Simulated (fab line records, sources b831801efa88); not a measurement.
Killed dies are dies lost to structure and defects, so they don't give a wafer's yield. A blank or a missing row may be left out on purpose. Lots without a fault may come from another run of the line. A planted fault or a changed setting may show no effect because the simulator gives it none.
A struck lot beside a sound one | flow sfq_line | 41 steps out of a route of 325
Sound: wafers L128.1, L128.2, L128.4. Struck: wafer L139.5. (L139.1, L139.2 of the same lot were not struck and are left out.) The cause comes at the end.
At each step with rows: each side's tool, then ch and its chambers, then its first start. Under that, the readings that differ: sound wafers | struck wafers | difference of the means | sigmas: that difference in standard deviations of wafers without a fault.
alike: readings whose means differ by less than 2 such deviations, and words and numbers that are the same on both sides. not compared: withheld readings, readings that some wafer has no value for, bounds like >300 that may hide the same value, and numbers for which the record gives no deviation and whose values overlap.
The two part at a step that has a row with sigmas, a row that says differs or no value, or rows on one side only. Numbers that don't overlap but have no deviation are shown without sigmas and don't part them. A reading that every wafer of one side lacks parts them only if that side has two wafers or more.

first, 6 steps without rows for these wafers: SFQ_TRILAYER_M7_LITHO_COAT_182 (resist thk 62 nm); SFQ_TRILAYER_M7_LITHO_COAT_177 (resist thk 600 nm); SFQ_TRILAYER_M7_LITHO_SOFTBAKE_181; SFQ_TRILAYER_M7_LITHO_EXPOSE_178 (exposes mask M7, target cd 500 nm); SFQ_TRILAYER_M7_LITHO_PEB_180 (peb time 60 s); SFQ_TRILAYER_M7_LITHO_DEVELOP_179 (time 60 s).
SFQ_M7_OVL_MEAS_945:
  sound on overlay-01, day 64 01:02; struck on overlay-01, day 71 03:11
  alike: M7_OVL
SFQ_TRILAYER_M7_BARC_OPEN_METAL_ETCH_229: etches BARC in O2, target depth 125 nm, time 41.7 s.
  sound on rie_metal-03 ch 0, day 64 01:04; struck on rie_metal-04 ch 0, day 71 03:14
  alike: drypump_motor_current_A, oes_product_au
  not compared: rf_hours_counter_h
SFQ_TRILAYER_M7_ETCH_METAL_ETCH_180: etches Nb in Cl2/Ar, stops on SiO2, target depth 240 nm, time 120 s.
  sound on rie_metal-03 ch 0, day 64 01:11; struck on rie_metal-04 ch 0, day 71 03:17
  alike: drypump_motor_current_A, oes_product_au
  not compared: rf_hours_counter_h
then, 2 steps without rows for these wafers: SFQ_TRILAYER_M7_STRIP_STRIP_181 (strips in O2); SFQ_TRILAYER_M7_STRIP_SOLV_CLEAN_182 (cleans in NMP, time 600 s).
SFQ_TRILAYER_I7_DEP_PECVD_183: deposits SiO2 from SiH4/N2O, time 111.11 s, target thk 500 nm.
  sound on pecvd-02 ch 0,1, day 64 02:49; struck on pecvd-03 ch 1, day 71 04:11
  reading            | sound    | struck | difference | sigmas
  heater_power_w (W) | 58 62 45 | 84     | +29        | +2
  alike: susceptor_temp_C, throttle_valve_pct
SFQ_TRILAYER_I7_CMP_CMP_184: polishes SiO2.
  sound on cmp-01 ch 0,2,3, day 65 00:06; struck on cmp-01 ch 0, day 71 06:52
  reading                                             | sound           | struck | difference | sigmas
  time_to_endpoint_s (s)                              | 201 210 220     | 288    | +78        | +10
  model.SiO2_of_TRILAYER_I7_DEP_PECVD_183.thk_nm (nm) | 199.7 200.3 201 | 308.8  | +108.5     |
  alike: head_pressure_psi, motor_current_A, retaining_ring_pressure_frac, slurry_filter_dp_kPa
SFQ_I7_BOW_MEAS_946:
  sound on film_metro-02, day 65 02:36; struck on film_metro-03, day 71 07:52
  alike: I7_BOW
SFQ_TRILAYER_I7_METRO_MEASURE_185:
  sound on film_metro-02, day 65 02:43; struck on film_metro-03, day 71 07:59
  reading     | sound             | struck | difference | sigmas
  thk_nm (nm) | 199.8 200.1 200.9 | 308.5  | +108.2     | +90
then, 6 steps without rows for these wafers: SFQ_TRILAYER_I7_VIA_LITHO_COAT_192 (resist thk 62 nm); SFQ_TRILAYER_I7_VIA_LITHO_COAT_187 (resist thk 650 nm); SFQ_TRILAYER_I7_VIA_LITHO_SOFTBAKE_191; SFQ_TRILAYER_I7_VIA_LITHO_EXPOSE_188 (exposes mask I7, target cd 1000 nm); SFQ_TRILAYER_I7_VIA_LITHO_PEB_190 (peb time 60 s); SFQ_TRILAYER_I7_VIA_LITHO_DEVELOP_189 (time 60 s).
-- the record jumps here: 4 days lie between the struck wafers' starts before and after --
SFQ_I7_OVL_MEAS_947:
  sound on overlay-01, day 69 00:38; struck on overlay-02, day 74 20:22
  alike: I7_OVL
SFQ_TRILAYER_I7_VIA_BARC_OPEN_VIA_ETCH_260: etches BARC in O2, target depth 125 nm, time 41.7 s.
  sound on rie_diel-03 ch 0,1,3, day 69 00:40; struck on rie_diel-04 ch 1, day 74 20:24
  alike: drypump_motor_current_A, oes_product_au
  not compared: rf_hours_counter_h
SFQ_TRILAYER_I7_VIA_ETCH_VIA_ETCH_190: etches SiO2 in CHF3, stops on Nb, target depth 260 nm.
  sound on rie_diel-03 ch 0,1,3, day 69 00:42; struck on rie_diel-04 ch 1, day 74 20:26
  reading                        | sound             | struck | difference | sigmas
  oes_product_au (a.u.)          | 0.849 0.862 0.856 | 0.996  | +0.140     | +24
  model.I7.feature_depth_nm (nm) | 199.7 200.3 201   | 258.6  | +58.3      |
  model.etch.depth_nm (nm)       | 199.7 200.3 201   | 258.6  | +58.3      |
  alike: drypump_motor_current_A
SFQ_TRILAYER_I7_VIA_STRIP_STRIP_191: strips in O2.
  sound on rie_metal-03 ch 0,1, day 69 00:49; struck on rie_metal-01 ch 1, day 74 20:33
  alike: drypump_motor_current_A, oes_product_au
  not compared: rf_hours_counter_h
then, 8 steps without rows for these wafers: SFQ_TRILAYER_I7_VIA_STRIP_SOLV_CLEAN_192 (cleans in NMP, time 600 s); SFQ_TRILAYER_M8_LITHO_LOR_COAT_197; SFQ_TRILAYER_M8_LITHO_LOR_BAKE_198; SFQ_TRILAYER_M8_LITHO_COAT_193 (resist thk 600 nm); SFQ_TRILAYER_M8_LITHO_SOFTBAKE_199; SFQ_TRILAYER_M8_LITHO_EXPOSE_194 (exposes mask M8, target cd 2000 nm); SFQ_TRILAYER_M8_LITHO_PEB_196 (peb time 60 s); SFQ_TRILAYER_M8_LITHO_DEVELOP_195 (img clear 15 s, time 55 s).
SFQ_M8_OVL_MEAS_948:
  sound on overlay-02, day 69 04:23; struck on overlay-02, day 75 00:07
  alike: M8_OVL
then, 3 steps without rows for these wafers: SFQ_TRILAYER_M8_DEP_EVAP_197 (material Ti, target thk 20 nm, time 100 s); SFQ_TRILAYER_M8_DEP_EVAP_198 (material Pt, target thk 50 nm, time 250 s); SFQ_TRILAYER_M8_DEP_EVAP_196 (material Au, target thk 180 nm, time 900 s).
SFQ_M8_RS_MEAS_949: measures by four-point-probe.
  sound on film_metro-03, day 69 05:10; struck on film_metro-01, day 75 00:54
  alike: M8_AU_RS
SFQ_M8_THK_MEAS_950: measures by xrf.
  sound on film_metro-03, day 69 05:17; struck on film_metro-01, day 75 01:01
  alike: M8_AU_THK
then, 1 step without rows for these wafers: SFQ_TRILAYER_M8_LIFTOFF_LIFTOFF_197 (chemistry NMP, time 600 s).
SFQ_M8_BOW_MEAS_951:
  sound on film_metro-04, day 69 05:31; struck on film_metro-03, day 75 01:15
  reading                 | sound             | struck | difference | sigmas
  model.etest.i7.link_ohm | 1.049 1.023 1.038 | 1e+06  | +1e+06     |
  alike: M8_BOW

WHERE THEY PART
First at SFQ_TRILAYER_I7_DEP_PECVD_183; last, within this record, at SFQ_TRILAYER_I7_VIA_ETCH_VIA_ETCH_190. Later steps at which nothing parts them and some readings are alike: SFQ_TRILAYER_I7_VIA_STRIP_STRIP_191, SFQ_M8_OVL_MEAS_948, SFQ_M8_RS_MEAS_949, SFQ_M8_THK_MEAS_950, SFQ_M8_BOW_MEAS_951.

WHY: what the simulator had put in
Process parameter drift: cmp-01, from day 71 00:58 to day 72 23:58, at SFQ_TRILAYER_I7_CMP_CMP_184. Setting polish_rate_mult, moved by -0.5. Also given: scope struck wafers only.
